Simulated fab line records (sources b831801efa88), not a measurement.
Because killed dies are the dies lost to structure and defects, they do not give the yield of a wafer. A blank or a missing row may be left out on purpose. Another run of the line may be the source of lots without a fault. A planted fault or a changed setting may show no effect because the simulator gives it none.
fab line records	flow sky130	part 1 of 2: steps 1 to 23 of 31
record lots=5	wafers=15	last-day=49
route steps=708 shown RES_XHIGH@360 SALICIDE@361 LI_CONTACT@362 LOCAL_INTERCONNECT@387
lots with no fault: from the same line, run without faults
start-h: hours from the record's first day to the start of the lot's first wafer shown	wait-h: hours since the lot's step before	" repeats the value in the row above	L1.1+2: several wafers, shown together as one row	- either no value or no given start	* or withheld: withheld	< > ~ a bound
route shown NAME@n: a module of which the file shows steps, and the number in the route of the first	usual: the fault-free wafers' mean and standard deviation	same: alike in all rows	chamber/n: place in a boat	sites: per-site readings	_std_site: their standard deviation	_edge_site: the outer-site mean with the inner-site mean subtracted	radius-mm: for every site, how far away it sits from the centre of the wafer	mask NAME#n: copy n	behind: tool/chamber where the wafer was last shaped	hold: cause of the lot's hold/its duration in hours/its outcome	device: which transistor (n, p or np) failed to switch	end of line: tests of these same wafers at the route's end	a step given without rows: its recipe and nothing more	killed: count of dies lost to structure and defects at first sort (not the wafer's yield)	map: a wafer's dies, x killed, . not, _ none there
set.NAME: the run value of the setting; set.NAME@STEP: its run value at that earlier step	model.NAME: the simulator's own value behind a step, which no gauge read
lots at some steps of the route; a table a step, a row a wafer
services: from which hour (start-h, from the record's first day; less than 0 if before it) a tool's chamber was out of use, for how many hours, and why
## steps
# step SKY_SD_N_RS_MEAS_18
# recipe thk-meas-gauge=four-point-probe
# usual RES_XHIGH_RS=333.6/1.3
lot.wafer	tool	chamber	start-h	wait-h	RES_XHIGH_RS[ohm/sq]
L077.2	film-metro-03	-	662.26	0.1	333.0
L077.4	"	-	"	"	332.5
L077.6	"	-	"	"	332.8
L078.1	film-metro-02	-	679.74	0.1	333.9
L078.5	"	-	"	"	334.5
L078.6	"	-	"	"	334.1
L082.2	film-metro-03	-	710.64	0.1	334.3
L082.5	"	-	"	"	334.6
L082.6	"	-	"	"	334.0
L094.3	film-metro-04	-	800.97	0.1	331.8
L094.4	"	-	"	"	332.5
L094.5	"	-	"	"	334.2
L093.1	film-metro-03	-	804.18	0.1	334.0
L093.4	"	-	"	"	332.6
L093.6	"	-	"	"	334.5
# step SKY_SALICIDE_CLEAN_00
# recipe chemistry=HF-last	time-s=30	dilution=100:1	dry=ipa-marangoni
lot.wafer	tool	chamber	start-h	wait-h
L077.2+4+6	wet-bench-02	1	662.36	0.1
L078.1+5+6	wet-bench-03	2	679.86	0.1
L082.2+5+6	wet-bench-01	1	710.74	0.1
L094.3+4+5	wet-bench-01	1	801.05	0.1
L093.1+4+6	wet-bench-02	2	804.30	0.1
# step SKY_LI_CONTACT_HDPCVD_00
# recipe material=PSG	target-thk-nm=930	sigma-open-frac=0.3	time-s=155	temp-c=600	sih4-flow-sccm=60	pressure-mtorr=6
lot.wafer	tool	chamber	start-h	wait-h
L077.2+4+6	hdpcvd-01	0,0,2	662.37	0.0
L078.1+5+6	hdpcvd-01	2,1,2	679.88	0.0
L082.2+5+6	hdpcvd-01	2,1,2	710.76	0.0
L094.3+4+5	hdpcvd-02	2,0,1	801.07	0.0
L093.1+4+6	hdpcvd-01	0,0,2	804.33	0.0
# step SKY_LI_CONTACT_THK_MEAS_01
# recipe reads=PSG_of_LI_CONTACT_HDPCVD_00
# usual LI_CONTACT_HDPCVD_THK=924/9.7
lot.wafer	tool	chamber	start-h	wait-h	LI_CONTACT_HDPCVD_THK[nm]
L077.2	film-metro-02	-	662.49	0.1	935
L077.4	"	-	"	"	919
L077.6	"	-	"	"	927
L078.1	film-metro-03	-	679.98	0.1	935
L078.5	"	-	"	"	920
L078.6	"	-	"	"	930
L082.2	film-metro-04	-	710.87	0.1	941
L082.5	"	-	"	"	933
L082.6	"	-	"	"	940
L094.3	film-metro-04	-	801.19	0.1	920
L094.4	"	-	"	"	920
L094.5	"	-	"	"	904
L093.1	film-metro-04	-	804.44	0.1	920
L093.4	"	-	"	"	916
L093.6	"	-	"	"	923
# step SKY_LI_CONTACT_CMP_02
# recipe material=PSG	down-force-psi=4	platen-rpm=60	pad-velocity-m-s=0.94248
# usual edge-zone-pressure-frac=1.000/0.0049	head-pressure-psi=4.000/0.0088	motor-current-A=12.2/1.4	time-to-endpoint-s=32.2/2.2
lot.wafer	tool	chamber	start-h	wait-h	edge-zone-pressure-frac	head-pressure-psi	motor-current-A	time-to-endpoint-s
L077.4	cmp-01	3	662.64	0.1	1.001	3.997	13.1	29.8
L077.2	"	0	"	"	0.996	4.003	12.6	32.0
L077.6	"	1	"	"	1.008	3.980	13.3	30.2
L078.1	cmp-01	1	680.04	0.1	0.995	4.010	13.4	31.0
L078.6	"	1	"	"	0.999	4.001	13.7	28.7
L078.5	"	2	"	"	0.998	3.984	9.9	31.3
L082.2	cmp-02	0	710.97	0.1	1.003	4.011	12.1	32.7
L082.6	"	3	"	"	1.000	4.002	10.9	34.0
L082.5	"	0	"	"	1.002	3.993	12.1	34.6
L094.3	cmp-02	3	801.23	0.0	0.991	3.999	10.5	35.6
L094.4	"	2	"	"	1.000	4.005	14.2	33.2
L094.5	"	3	"	"	1.002	4.003	10.1	34.2
L093.4	cmp-01	2	804.60	0.1	0.998	4.008	10.0	30.6
L093.1	"	3	"	"	1.005	4.001	13.8	30.3
L093.6	"	1	"	"	1.008	3.998	13.5	31.4
# step SKY_LI_CONTACT_BOW_MEAS_03
# recipe mode=bow
# usual LI_CONTACT_BOW=57/7.3
lot.wafer	tool	chamber	start-h	wait-h	LI_CONTACT_BOW[um]
L077.2	film-metro-03	-	662.86	0.1	54
L077.4	"	-	"	"	53
L077.6	"	-	"	"	53
L078.1	film-metro-02	-	680.34	0.2	49
L078.5	"	-	"	"	54
L078.6	"	-	"	"	58
L082.2	film-metro-03	-	711.24	0.2	59
L082.5	"	-	"	"	59
L082.6	"	-	"	"	49
L094.3	film-metro-03	-	801.57	0.3	42
L094.4	"	-	"	"	55
L094.5	"	-	"	"	64
L093.1	film-metro-03	-	804.80	0.1	72
L093.4	"	-	"	"	61
L093.6	"	-	"	"	56
# step SKY_LI_CONTACT_DEHYDRATE_04
# recipe temp-c=200	time-s=60
# usual chill-plate-temp-C=23.00/0.1	exhaust-pa=44.8/1	plate-temp-C=199.97/0.16
lot.wafer	tool	chamber	start-h	wait-h	chill-plate-temp-C	exhaust-pa	plate-temp-C
L077.2	litho-track-01	0	676.67	13.8	22.90	45.8	200.16
L077.4	"	0	"	"	23.14	44.7	200.14
L077.6	"	0	"	"	22.86	46.0	199.82
L078.1	litho-track-01	0	692.74	12.4	22.93	45.1	199.88
L078.5	"	0	"	"	22.94	44.5	199.65
L078.6	"	0	"	"	23.03	43.8	199.93
L082.2	litho-track-04	0	724.28	13.0	23.03	44.0	199.93
L082.5	"	0	"	"	23.11	43.3	199.95
L082.6	"	0	"	"	22.93	44.2	200.14
L094.3	litho-track-04	0	814.41	12.8	23.16	42.8	200.19
L094.4	"	0	"	"	23.04	44.3	199.91
L094.5	"	0	"	"	22.92	42.8	199.89
L093.1	litho-track-02	0	817.61	12.8	22.80	44.5	200.05
L093.4	"	0	"	"	22.77	45.1	200.18
L093.6	"	0	"	"	22.84	44.4	200.28
# step SKY_LI_CONTACT_HMDS_05
# recipe prime-time-s=60	prime-temp-c=120
# usual chill-plate-temp-C=23.01/0.1	exhaust-pa=44.9/1
lot.wafer	tool	chamber	start-h	wait-h	chill-plate-temp-C	exhaust-pa
L077.2	litho-track-01	0	676.82	0.1	22.88	45.1
L077.4	"	0	"	"	22.91	45.8
L077.6	"	0	"	"	22.90	46.0
L078.1	litho-track-01	0	692.89	0.1	23.10	47.4
L078.5	"	0	"	"	22.98	45.6
L078.6	"	0	"	"	22.93	45.5
L082.2	litho-track-04	0	724.43	0.1	23.16	45.7
L082.5	"	0	"	"	22.96	45.0
L082.6	"	0	"	"	23.00	44.4
L094.3	litho-track-04	0	814.56	0.1	22.98	43.0
L094.4	"	0	"	"	22.97	45.0
L094.5	"	0	"	"	23.06	45.1
L093.1	litho-track-02	0	817.76	0.1	23.10	45.1
L093.4	"	0	"	"	23.04	45.0
L093.6	"	0	"	"	23.03	45.7
# step SKY_LI_CONTACT_COAT_06
# recipe resist=BARC	temp-c=withheld	time-s=withheld	spin-rpm=3000	resist-thk-nm=60
# usual chill-plate-temp-C=*	exhaust-pa=44.9/1
lot.wafer	tool	chamber	start-h	wait-h	chill-plate-temp-C	exhaust-pa
L077.2	litho-track-01	0	676.97	0.1	*	44.4
L077.4	"	0	"	"	*	44.8
L077.6	"	0	"	"	*	44.1
L078.1	litho-track-01	0	693.04	0.1	*	44.9
L078.5	"	0	"	"	*	44.3
L078.6	"	0	"	"	*	45.0
L082.2	litho-track-04	0	724.58	0.1	*	44.0
L082.5	"	0	"	"	*	43.8
L082.6	"	0	"	"	*	42.8
L094.3	litho-track-04	0	814.71	0.1	*	44.6
L094.4	"	0	"	"	*	45.1
L094.5	"	0	"	"	*	45.0
L093.1	litho-track-02	0	817.91	0.1	*	47.0
L093.4	"	0	"	"	*	45.6
L093.6	"	0	"	"	*	44.5
# step SKY_LI_CONTACT_COAT_07
# recipe resist=KrF-thick	spin-rpm=3000	resist-thk-nm=450
# usual chill-plate-temp-C=23.00/0.11	exhaust-pa=45.0/0.98
lot.wafer	tool	chamber	start-h	wait-h	chill-plate-temp-C	exhaust-pa
L077.2	litho-track-01	0	-	-	23.01	45.3
L077.4	"	0	"	"	23.15	45.8
L077.6	"	0	"	"	23.06	44.9
L078.1	litho-track-01	0	-	-	23.29	46.3
L078.5	"	0	"	"	23.10	46.0
L078.6	"	0	"	"	23.04	46.3
L082.2	litho-track-04	0	-	-	23.02	45.0
L082.5	"	0	"	"	22.87	43.9
L082.6	"	0	"	"	22.97	45.2
L094.3	litho-track-04	0	-	-	22.98	46.1
L094.4	"	0	"	"	22.89	46.4
L094.5	"	0	"	"	23.08	44.6
L093.1	litho-track-02	0	-	-	23.06	47.1
L093.4	"	0	"	"	23.15	47.3
L093.6	"	0	"	"	23.15	45.5
# step SKY_LI_CONTACT_SOFTBAKE_08
# recipe temp-c=100	time-s=90	resist=KrF-thick
# usual chill-plate-temp-C=23.00/0.11	exhaust-pa=45.1/0.98	plate-temp-C=99.99/0.12
lot.wafer	tool	chamber	start-h	wait-h	chill-plate-temp-C	exhaust-pa	plate-temp-C
L077.2	litho-track-01	0	-	-	23.09	43.6	99.95
L077.4	"	0	"	"	22.98	45.2	99.76
L077.6	"	0	"	"	23.01	43.7	99.79
L078.1	litho-track-01	0	-	-	22.99	46.4	100.06
L078.5	"	0	"	"	23.05	44.2	100.08
L078.6	"	0	"	"	23.00	45.9	100.28
L082.2	litho-track-04	0	-	-	22.95	45.0	100.18
L082.5	"	0	"	"	22.93	45.6	100.01
L082.6	"	0	"	"	22.89	45.5	99.99
L094.3	litho-track-04	0	-	-	23.00	46.0	99.93
L094.4	"	0	"	"	23.27	45.1	99.79
L094.5	"	0	"	"	23.13	46.4	99.95
L093.1	litho-track-02	0	-	-	23.17	45.2	99.80
L093.4	"	0	"	"	22.98	43.7	99.96
L093.6	"	0	"	"	22.98	45.0	99.94
# step SKY_LI_CONTACT_EXPOSE_09
# recipe mask-id=LICM1	na=0.8	source-shape=annular	sigma-inner=0.55	sigma-outer=0.85	target-cd-nm=170	dose-mj=38
lot.wafer	tool	chamber	start-h	wait-h	mask
L077.2+4+6	krf-scanner-02	0	-	-	LICM1#0
L078.1+5+6	krf-scanner-02	0	-	-	LICM1#0
L082.2+5+6	krf-scanner-01	0	-	-	LICM1#0
L094.3+4+5	krf-scanner-01	0	-	-	LICM1#0
L093.1+4+6	krf-scanner-01	0	-	-	LICM1#0
# step SKY_LI_CONTACT_PEB_10
# recipe peb-temp-c=withheld	peb-time-s=withheld	resist=KrF-thick
# usual chill-plate-temp-C=*	exhaust-pa=45.1/0.82
lot.wafer	tool	chamber	start-h	wait-h	chill-plate-temp-C	exhaust-pa
L077.2	litho-track-04	0	-	-	*	45.2
L077.4	"	0	"	"	*	44.9
L077.6	"	0	"	"	*	45.8
L078.1	litho-track-02	0	-	-	*	45.8
L078.5	"	0	"	"	*	46.5
L078.6	"	0	"	"	*	45.7
L082.2	litho-track-02	0	-	-	*	43.7
L082.5	"	0	"	"	*	44.5
L082.6	"	0	"	"	*	43.8
L094.3	litho-track-04	0	-	-	*	45.1
L094.4	"	0	"	"	*	45.9
L094.5	"	0	"	"	*	44.0
L093.1	litho-track-04	0	-	-	*	47.2
L093.4	"	0	"	"	*	45.8
L093.6	"	0	"	"	*	45.5
# step SKY_LI_CONTACT_DEVELOP_11
# recipe develop-time-s=60	resist=KrF-thick	dev-temp-c=21
# usual chill-plate-temp-C=22.99/0.095	developer-temp-C=21.01/0.1	exhaust-pa=45.0/0.93
lot.wafer	tool	chamber	start-h	wait-h	chill-plate-temp-C	developer-temp-C	exhaust-pa
L077.2	litho-track-04	0	-	-	23.08	21.17	42.8
L077.4	"	0	"	"	23.07	21.22	43.2
L077.6	"	0	"	"	23.08	21.13	44.0
L078.1	litho-track-02	0	-	-	22.84	20.97	45.8
L078.5	"	0	"	"	23.05	20.99	44.7
L078.6	"	0	"	"	22.76	20.99	45.7
L082.2	litho-track-02	0	-	-	22.98	21.02	45.1
L082.5	"	0	"	"	22.91	20.92	46.0
L082.6	"	0	"	"	22.97	20.93	45.3
L094.3	litho-track-04	0	-	-	23.01	21.01	45.6
L094.4	"	0	"	"	22.91	21.04	44.9
L094.5	"	0	"	"	23.01	21.18	44.3
L093.1	litho-track-04	0	-	-	23.02	21.01	45.5
L093.4	"	0	"	"	22.97	21.10	44.5
L093.6	"	0	"	"	22.95	20.98	46.3
# step SKY_LI_CONTACT_CD_MEAS_12
# recipe target-cd-nm=170
# usual cd-nm=169.9/1.6
lot.wafer	tool	chamber	start-h	wait-h	cd-nm
L077.2	cd-sem-02	-	690.53	-	170.4
L077.4	"	-	"	"	169.7
L077.6	"	-	"	"	171.1
L078.1	cd-sem-01	-	707.26	-	168.3
L078.5	"	-	"	"	167.9
L078.6	"	-	"	"	167.7
L082.2	cd-sem-01	-	738.88	-	165.4
L082.5	"	-	"	"	166.3
L082.6	"	-	"	"	167.0
L094.3	cd-sem-01	-	828.20	-	170.3
L094.4	"	-	"	"	170.8
L094.5	"	-	"	"	169.9
L093.1	cd-sem-02	-	831.06	-	166.3
L093.4	"	-	"	"	167.0
L093.6	"	-	"	"	167.4
# step SKY_LI_CONTACT_OVL_MEAS_13
# usual LI_CONTACT_OVL=-4/5.7
lot.wafer	tool	chamber	start-h	wait-h	LI_CONTACT_OVL[nm]
L077.2	overlay-02	-	690.63	0.1	-1
L077.4	"	-	"	"	0
L077.6	"	-	"	"	6
L078.1	overlay-01	-	707.38	0.1	-12
L078.5	"	-	"	"	-5
L078.6	"	-	"	"	-3
L082.2	overlay-02	-	738.98	0.1	-1
L082.5	"	-	"	"	5
L082.6	"	-	"	"	-4
L094.3	overlay-02	-	828.29	0.1	0
L094.4	"	-	"	"	2
L094.5	"	-	"	"	1
L093.1	overlay-01	-	831.18	0.1	4
L093.4	"	-	"	"	-1
L093.6	"	-	"	"	-5
# step SKY_LI_CONTACT_ETCH_14
# recipe chemistry=N2/H2	target=BARC	ion-energy-ev=200	source-w=500	bias-w=100	pressure-mtorr=30	n2-flow-sccm=100	h2-flow-sccm=200	stop-on=SiO2	time-s=45.9	target-depth-a=600
# usual bias-w=99.98/0.3	drypump-motor-current-A=5.7/0.48	oes-product-au=0.854/0.0048	rf-fwd-power-W=495.0/1.9	throttle-valve-pct=13.228/0.0088
lot.wafer	tool	chamber	start-h	wait-h	bias-w	drypump-motor-current-A	oes-product-au	rf-fwd-power-W	rf-hours-counter-h	throttle-valve-pct
L077.2	rie-diel-01	1	690.66	0.0	99.59	6.0	0.855	493.8	18	13.220
L077.4	"	2	"	"	99.76	5.6	0.851	497.0	8	13.233
L077.6	"	3	"	"	100.06	4.9	0.853	494.9	-	13.240
L078.1	rie-diel-01	0	707.41	0.0	99.88	6.4	0.857	493.0	14	13.239
L078.5	"	3	"	"	99.46	4.9	0.853	494.2	-	13.218
L078.6	"	2	"	"	100.39	5.6	0.856	496.7	-	13.224
L082.2	rie-diel-04	3	739.01	0.0	99.76	5.8	0.849	497.5	44	13.218
L082.5	"	2	"	"	100.36	6.0	0.859	496.3	-	13.241
L082.6	"	0	"	"	100.16	5.0	0.864	492.3	-	13.230
L094.3	rie-diel-03	0	828.32	0.0	100.10	6.1	0.856	496.9	5	13.223
L094.4	"	1	"	"	99.93	6.4	0.859	495.1	9	13.232
L094.5	"	1	"	"	99.97	6.4	0.852	493.5	-	13.220
L093.1	rie-diel-03	0	831.22	0.0	99.96	6.1	0.851	497.4	5	13.227
L093.4	"	3	"	"	99.59	5.5	0.863	498.6	21	13.234
L093.6	"	0	"	"	100.12	6.1	0.849	495.9	-	13.235
# step SKY_LI_CONTACT_ETCH_15
# recipe target=PSG	chemistry=C4F8/O2/Ar	stop-on=Si	taper-deg=4.15	mask-material=KrF-thick	source-w=1500	bias-w=1200	pressure-mtorr=40	c4f8-flow-sccm=withheld	O2_flow_sccm=6	Ar_flow_sccm=300	time-s=withheld	target-depth-a=6000
# usual bias-w=1200/3.4	oes-product-au=0.837/0.0045	rf-fwd-power-W=1493/4.7
lot.wafer	tool	chamber	start-h	wait-h	bias-w	oes-product-au	rf-fwd-power-W
L077.2	rie-diel-01	1	690.71	0.0	1205	0.842	1494
L077.4	"	2	"	"	1200	0.832	1497
L077.6	"	3	"	"	1199	0.840	1497
L078.1	rie-diel-01	0	707.46	0.0	1204	0.839	1489
L078.5	"	3	"	"	1200	0.828	1491
L078.6	"	2	"	"	1201	0.836	1496
L082.2	rie-diel-04	3	739.06	0.0	1200	0.842	1496
L082.5	"	2	"	"	1196	0.834	1489
L082.6	"	0	"	"	1199	0.845	1490
L094.3	rie-diel-03	0	828.36	0.0	1193	0.833	1495
L094.4	"	1	"	"	1205	0.837	1496
L094.5	"	1	"	"	1202	0.834	1496
L093.1	rie-diel-03	0	831.26	0.0	1201	0.835	1491
L093.4	"	3	"	"	1200	0.827	1493
L093.6	"	0	"	"	1197	0.834	1499
# step SKY_LI_CONTACT_STRIP_16
# recipe chemistry=O2/N2	power-w=1400	pressure-mtorr=1500	platen-temp-c=withheld	o2-flow-sccm=3000	n2-flow-sccm=300	overash-fraction=0.5
# usual drypump-motor-current-A=6.20/0.27	oes-product-au=0.374/0.0044	strip-time-to-endpoint-s=3.48/0.036
lot.wafer	tool	chamber	start-h	wait-h	drypump-motor-current-A	oes-product-au	rf-hours-counter-h	strip-time-to-endpoint-s
L077.2	plasma-asher-04	1	690.79	-	6.21	0.379	57	3.49
L077.4	"	0	"	"	6.34	0.376	-	3.49
L077.6	"	1	"	"	6.24	0.374	-	3.45
L078.1	plasma-asher-02	1	707.54	-	6.52	0.380	98	3.48
L078.5	"	0	"	"	5.73	0.376	-	3.47
L078.6	"	1	"	"	6.51	0.381	-	3.46
L082.2	plasma-asher-04	0	739.14	-	6.35	0.378	62	3.44
L082.5	"	1	"	"	6.24	0.380	-	3.44
L082.6	"	0	"	"	6.36	0.365	-	3.46
L094.3	plasma-asher-01	1	828.48	-	6.36	0.380	-	3.55
L094.4	"	0	"	"	5.82	0.371	-	3.44
L094.5	"	0	"	"	5.84	0.374	-	3.45
L093.1	plasma-asher-01	0	831.34	-	5.80	0.374	104	3.55
L093.4	"	0	"	"	5.81	0.378	-	3.52
L093.6	"	0	"	"	5.81	0.372	-	3.57
# step SKY_LI_CONTACT_CLEAN_17
# recipe chemistry=NMP	time-s=600	temp-c=60	dry=n2-spin
# usual bath-heat-duty-pct=10.6/1.3
lot.wafer	tool	chamber	start-h	wait-h	bath-heat-duty-pct
L077.2	wet-bench-04	2	690.89	0.1	11.3
L077.4	"	2	"	"	10.7
L077.6	"	2	"	"	11.3
L078.1	wet-bench-02	2	707.64	0.1	12.4
L078.5	"	2	"	"	11.6
L078.6	"	2	"	"	11.3
L082.2	wet-bench-01	3	739.24	0.1	10.1
L082.5	"	3	"	"	12.0
L082.6	"	3	"	"	10.5
L094.3	wet-bench-04	2	828.54	0.0	10.2
L094.4	"	2	"	"	10.9
L094.5	"	2	"	"	10.4
L093.1	wet-bench-02	3	831.44	0.1	10.1
L093.4	"	3	"	"	9.6
L093.6	"	3	"	"	10.6
# step SKY_LI_CONTACT_PRE_CLEAN_18
# recipe gas=Ar	time-s=5.6	bias-v=358
lot.wafer	tool	chamber	start-h	wait-h
L077.2+4+6	pvd-sputter-04	-	691.07	0.0
L078.1+5+6	pvd-sputter-01	-	707.82	0.0
L082.2+5+6	pvd-sputter-03	-	739.42	0.0
L094.3+4+5	pvd-sputter-04	-	828.73	0.0
L093.1+4+6	pvd-sputter-01	-	831.63	0.0
# step SKY_LI_CONTACT_SPUTTER_19
# recipe material=Ti	target-thk-nm=20	chamber-pressure-pa=5	power-w=2500	substrate-temp-c=200	time-s=106.37
# usual cathode-dc-power-W=2500.0/0.46	throttle-valve-pct=30.4/1.4
lot.wafer	tool	chamber	start-h	wait-h	cathode-dc-power-W	throttle-valve-pct
L077.2	pvd-sputter-04	-	691.09	0.0	2501.3	32.0
L077.4	"	-	"	"	2499.7	33.2
L077.6	"	-	"	"	2499.2	29.4
L078.1	pvd-sputter-01	-	707.84	0.0	2500.2	30.8
L078.5	"	-	"	"	2499.8	31.0
L078.6	"	-	"	"	2499.0	29.2
L082.2	pvd-sputter-03	-	739.44	0.0	2499.9	29.7
L082.5	"	-	"	"	2500.5	29.7
L082.6	"	-	"	"	2499.4	31.5
L094.3	pvd-sputter-04	-	828.75	0.0	2501.0	31.8
L094.4	"	-	"	"	2500.3	29.1
L094.5	"	-	"	"	2500.0	29.0
L093.1	pvd-sputter-01	-	831.65	0.0	2500.2	30.8
L093.4	"	-	"	"	2499.7	30.4
L093.6	"	-	"	"	2499.8	29.2
# step SKY_LI_CONTACT_SPUTTER_20
# recipe material=TiN	target-thk-nm=20	chamber-pressure-pa=5	power-w=4000	time-s=80
# usual cathode-dc-power-W=3999.9/0.74	throttle-valve-pct=30.4/1.4
lot.wafer	tool	chamber	start-h	wait-h	cathode-dc-power-W	throttle-valve-pct
L077.2	pvd-sputter-04	-	691.16	0.0	4000.4	32.0
L077.4	"	-	"	"	3998.9	33.2
L077.6	"	-	"	"	3999.4	29.4
L078.1	pvd-sputter-01	-	707.91	0.0	4000.1	30.9
L078.5	"	-	"	"	3999.8	30.9
L078.6	"	-	"	"	4001.2	29.1
L082.2	pvd-sputter-03	-	739.51	0.0	4001.5	29.8
L082.5	"	-	"	"	4001.2	29.5
L082.6	"	-	"	"	3999.7	31.9
L094.3	pvd-sputter-04	-	828.83	0.0	4000.4	32.2
L094.4	"	-	"	"	3999.8	29.3
L094.5	"	-	"	"	3998.4	29.3
L093.1	pvd-sputter-01	-	831.73	0.0	3999.9	31.0
L093.4	"	-	"	"	4000.0	29.9
L093.6	"	-	"	"	3999.1	28.9
